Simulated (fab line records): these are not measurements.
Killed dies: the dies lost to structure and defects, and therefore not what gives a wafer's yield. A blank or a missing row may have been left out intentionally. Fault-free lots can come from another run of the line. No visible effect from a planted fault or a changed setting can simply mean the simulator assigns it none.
Which of the tools did it? | flow gf180mcu | 11 lots with 33 wafers sampled at 2 steps, on a route of 602 steps

## WHAT EACH GAUGE READ, for each wafer
GF_V4_THK_MEAS_25: measures by xrf.
lot  | measured     | on           | V4_W_THK (nm)
L858 | day 24 12:28 | filmMetro-02 | 356 358 356
L859 | day 25 02:41 | filmMetro-02 | 359 361 364
L860 | day 25 16:08 | filmMetro-03 | 373 369 368
L862 | day 25 21:05 | filmMetro-03 | 374 370 363
L863 | day 26 10:58 | filmMetro-04 | 369 375 376
L866 | day 27 09:08 | filmMetro-04 | 370 363 367
L869 | day 28 07:40 | filmMetro-03 | 366 359 361
L874 | day 29 12:43 | filmMetro-03 | 364 366 365
L875 | day 30 04:41 | filmMetro-03 | 364 362 365
L878 | day 30 14:07 | filmMetro-04 | 370 370 371
L881 | day 31 17:05 | filmMetro-03 | 367 365 366

## WHICH TOOL RAN EACH LOT (tool, then ch and the chambers of the sampled wafers, then the start)
lot  | GF_M4_STRIP_17
L858 | plasmaAsher-03 ch 0,1, day 23 11:42
L859 | plasmaAsher-01 ch 0,1, day 24 02:35
L860 | plasmaAsher-03 ch 0,1, day 24 16:17
L862 | plasmaAsher-02 ch 1, day 24 20:50
L863 | plasmaAsher-02 ch 0,1, day 25 10:47
L866 | plasmaAsher-03 ch 0,1, day 26 09:49
L869 | plasmaAsher-01 ch 0, day 27 09:02
L874 | plasmaAsher-03 ch 0,1, day 28 14:32
L875 | plasmaAsher-02 ch 0,1, day 29 07:28
L878 | plasmaAsher-01 ch 0,1, day 29 16:16
L881 | plasmaAsher-03 ch 0,1, day 30 21:12
- GF_M4_STRIP_17: strips in O2/N2.

## AS READ BY THE TOOLS THEMSELVES (means over the sampled wafers that have a number; for cases with no such wafer, the mark the record gives instead)
GF_M4_STRIP_17.
lot  | tool           | drypumpMotorCurrentA (A) | heaterPowerW (W) | oesProductAu (a.u.) | stripTimeToEndpointS (s)
L858 | plasmaAsher-03 | 6.28                     | 346              | 0.564               | 7.92
L859 | plasmaAsher-01 | 6.01                     | 374              | 0.556               | 7.92
L860 | plasmaAsher-03 | 6.29                     | 344              | 0.554               | 7.90
L862 | plasmaAsher-02 | 5.81                     | 327              | 0.554               | 7.81
L863 | plasmaAsher-02 | 5.90                     | 327              | 0.553               | 7.86
L866 | plasmaAsher-03 | 6.27                     | 345              | 0.559               | 7.80
L869 | plasmaAsher-01 | 6.13                     | 352              | 0.560               | 7.86
L874 | plasmaAsher-03 | 6.27                     | 351              | 0.560               | 7.88
L875 | plasmaAsher-02 | 6.01                     | 336              | 0.558               | 7.87
L878 | plasmaAsher-01 | 5.91                     | 387              | 0.555               | 7.81
L881 | plasmaAsher-03 | 6.21                     | 365              | 0.560               | 7.91

## THE ANSWER, worked out from the rows above alone
Rule: usual is defined by the lots themselves. Put in order of their means at a reading, lots are off if they are a third of the lots or fewer, leave a main group of 4 or more, and stand apart from it by a gap of 3 or more times the standard deviation of the main group's means; of several such gaps the widest counts. The tables above print the reading to a certain number of digits; a main group whose means all agree to those digits is not used. A lot without any number at a reading at which 4 lots or more have one is off too. The other lots that the step has rows for count as sound. The gauges are gone through in route order, then the tools' own readings, and for those a lot's mean is taken as printed above. The first step at which some lot is off is used, and at that step the reading that is off furthest; a lot without a number counts as furthest.
Nothing can be told from this: no lot is off at any reading shown.

## WHAT WAS PUT IN BY THE SIMULATOR
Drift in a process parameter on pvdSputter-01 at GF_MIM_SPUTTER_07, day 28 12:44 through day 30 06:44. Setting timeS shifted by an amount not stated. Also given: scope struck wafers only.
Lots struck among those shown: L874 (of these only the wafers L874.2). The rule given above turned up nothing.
